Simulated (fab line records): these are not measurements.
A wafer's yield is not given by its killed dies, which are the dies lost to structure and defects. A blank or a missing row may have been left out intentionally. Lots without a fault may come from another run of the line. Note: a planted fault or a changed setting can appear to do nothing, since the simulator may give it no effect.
Matching of chambers | flow sky130 | SKY_CAPM_CVD_00 on pecvd-03 has 3 sister chambers
The step deposits SiO2, target thk 15.5 nm. 22 wafers are shown with their chamber, then 11 later ones without.

## WAFERS PAIRED WITH THEIR CHAMBERS
wafer  | chamber | heater-power-w (W)
L078.1 | 2       | 713
L078.2 | 1       | 740
L078.3 | 0       | 562
L078.4 | 1       | 722
L078.5 | 0       | 553
L078.6 | 2       | 719
L081.1 | 2       | 665
L081.2 | 0       | 517
L081.3 | 1       | 751
L081.4 | 1       | 794
L081.5 | 2       | 679
L081.6 | 0       | 523
L083.3 | 0       | 483
L083.5 | 0       | 468
L083.6 | 1       | 790
L084.1 | 1       | 736
L084.4 | 2       | 709
L084.6 | 1       | 733
L086.1 | 1       | 792
L086.2 | 0       | 467
L086.3 | 2       | 634
L086.4 | 0       | 447

SIGNATURES (averages over the wafers above)
reading        | chamber 0 | chamber 1 | chamber 2 | scatter within a chamber
heater-power-w | 502.50    | 757.25    | 686.50    | 35.9
Rule: distance of a wafer from a chamber = root of the sum over the readings of ((wafer's reading minus chamber's mean) / reading's scatter) squared. The wafer belongs to the nearest chamber; if the next one is less than 2 further off, it can't be placed. How the scatter is found: for the shown wafers, subtract from each reading the mean of its chamber, square and add these, divide the total by (wafers less chambers), then take the root.

## WAFERS WHOSE CHAMBER IS MISSING
wafer  | heater-power-w (W)
L086.5 | 644
L086.6 | 782
L092.1 | 666
L092.4 | 465
L092.6 | 618
L093.2 | 801
L093.4 | 482
L093.6 | 705
L096.1 | 636
L096.2 | 523
L096.6 | 537

## EACH ONE'S CHAMBER
wafer  | from the rows above          | in truth
L086.5 | can't be placed: 2 or 1      | 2
L086.6 | can't be placed: 1 or 2      | 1
L092.1 | can't be placed: 2 or 1      | 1
L092.4 | 0                            | 0
L092.6 | can't be placed: 2 or 0 or 1 | 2
L093.2 | can't be placed: 1 or 2      | 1
L093.4 | 0                            | 0
L093.6 | can't be placed: 2 or 1      | 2
L096.1 | can't be placed: 2 or 1      | 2
L096.2 | 0                            | 0
L096.6 | 0                            | 0
Placed correctly: 4 of 11. Unplaceable from these rows: 7, with the true chamber sitting among the candidates in 7. Number placed wrongly: 0.
